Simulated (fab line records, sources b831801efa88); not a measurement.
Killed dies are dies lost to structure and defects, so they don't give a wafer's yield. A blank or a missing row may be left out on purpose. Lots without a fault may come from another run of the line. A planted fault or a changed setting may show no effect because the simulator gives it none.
Tool commonality check | flow sky130 | 13 lots, 39 wafers sampled

WHY IT WAS OPENED
At SKY_RES_XHIGH_TW_MEAS_09 the reading RES_XHIGH_TW is flagged on 1 of 13 lots. Wafers without a fault read 1648, standard deviation 12.
Rule: a lot is flagged when every wafer of it that has a number lies more than 4 standard deviations from that mean, or none has a number. The other lots count as sound.

lot  | measured     | on            | RES_XHIGH_TW, wafer by wafer | flag
L682 | day 28 02:04 | film_metro-01 | 1646 1639 1640               |
L683 | day 28 19:14 | film_metro-01 | 30 30 30                     | FLAGGED
L688 | day 30 01:19 | film_metro-01 | 1646 1633 1639               |
L693 | day 31 17:01 | film_metro-02 | 1638 1642 1649               |
L694 | day 31 22:20 | film_metro-01 | 1635 1639 1632               |
L695 | day 32 06:53 | film_metro-01 | 1643 1649 1642               |
L696 | day 32 13:59 | film_metro-02 | 1639 1639 1647               |
L697 | day 32 15:47 | film_metro-01 | 1634 1632 1646               |
L699 | day 33 15:03 | film_metro-01 | 1626 1633 1632               |
L701 | day 34 07:22 | film_metro-02 | 1652 1649 1649               |
L700 | day 34 11:55 | film_metro-03 | 1650 1660 1661               |
L702 | day 34 12:53 | film_metro-03 | 1661 1664 1663               |
L703 | day 34 22:37 | film_metro-02 | 1648 1652 1657               |
The numbers of the flagged lots are 30 on average: -1618 against the usual, or -99 or more standard deviations.

WHICH TOOL RAN EACH LOT
The record holds 1 process step before the reading, out of a route of 708 steps. In each cell: the tool, then ch and the chambers that the sampled wafers went through, then the start.
lot  | flag    | SKY_RES_XHIGH_EXPOSE_04
L682 |         | iline_stepper-01 ch 0, day 27 12:05
L683 | FLAGGED | iline_stepper-01 ch 0, day 28 04:03
L688 |         | iline_stepper-01 ch 0, day 29 10:25
L693 |         | iline_stepper-01 ch 0, day 31 02:32
L694 |         | iline_stepper-01 ch 0, day 31 08:04
L695 |         | iline_stepper-01 ch 0, day 31 17:22
L696 |         | iline_stepper-01 ch 0, day 32 00:07
L697 |         | iline_stepper-01 ch 0, day 32 01:09
L699 |         | iline_stepper-01 ch 0, day 33 01:45
L701 |         | iline_stepper-01 ch 0, day 33 17:31
L700 |         | iline_stepper-01 ch 0, day 33 22:19
L702 |         | iline_stepper-01 ch 0, day 33 23:07
L703 |         | iline_stepper-01 ch 0, day 34 08:41
What these steps do:
- SKY_RES_XHIGH_EXPOSE_04: exposes mask URPM, target cd 1270 nm.
- SKY_RES_XHIGH_TW_MEAS_09

FLAGGED OVER TOTAL, TOOL BY TOOL (the gauges that took the reading come last)
step                     | tool             | lots run | flagged | share of the flagged lots | sound lots run after its first flagged lot
SKY_RES_XHIGH_EXPOSE_04  | iline_stepper-01 | 13       | 1       | all                       | 11 (L688,L693,L694,L695,L696,L697,L699,L701,L700,L702,L703)
SKY_RES_XHIGH_TW_MEAS_09 | film_metro-01    | 7        | 1       | all                       | 5 (L688,L694,L695,L697,L699)
SKY_RES_XHIGH_TW_MEAS_09 | film_metro-02    | 4        | 0       | none                      | -
SKY_RES_XHIGH_TW_MEAS_09 | film_metro-03    | 2        | 0       | none                      | -

WHAT THE TABLE ALLOWS
2 rows of the table ran every flagged lot: iline_stepper-01 at SKY_RES_XHIGH_EXPOSE_04, film_metro-01 at SKY_RES_XHIGH_TW_MEAS_09.
- iline_stepper-01 at SKY_RES_XHIGH_EXPOSE_04: 1 of its 13 lots flagged. Sound lots ran on it after the first flagged one (L688, L693, L694, L695, L696, L697, L699, L701, L700, L702, L703), which a lasting fault on the whole tool wouldn't allow.
- film_metro-01 at SKY_RES_XHIGH_TW_MEAS_09: 1 of its 7 lots flagged. Sound lots ran on it after the first flagged one (L688, L694, L695, L697, L699), which a lasting fault on the whole tool wouldn't allow.
No row of the table ran every flagged lot and no sound lot after the first.

WHAT THE SIMULATOR HAD PUT IN
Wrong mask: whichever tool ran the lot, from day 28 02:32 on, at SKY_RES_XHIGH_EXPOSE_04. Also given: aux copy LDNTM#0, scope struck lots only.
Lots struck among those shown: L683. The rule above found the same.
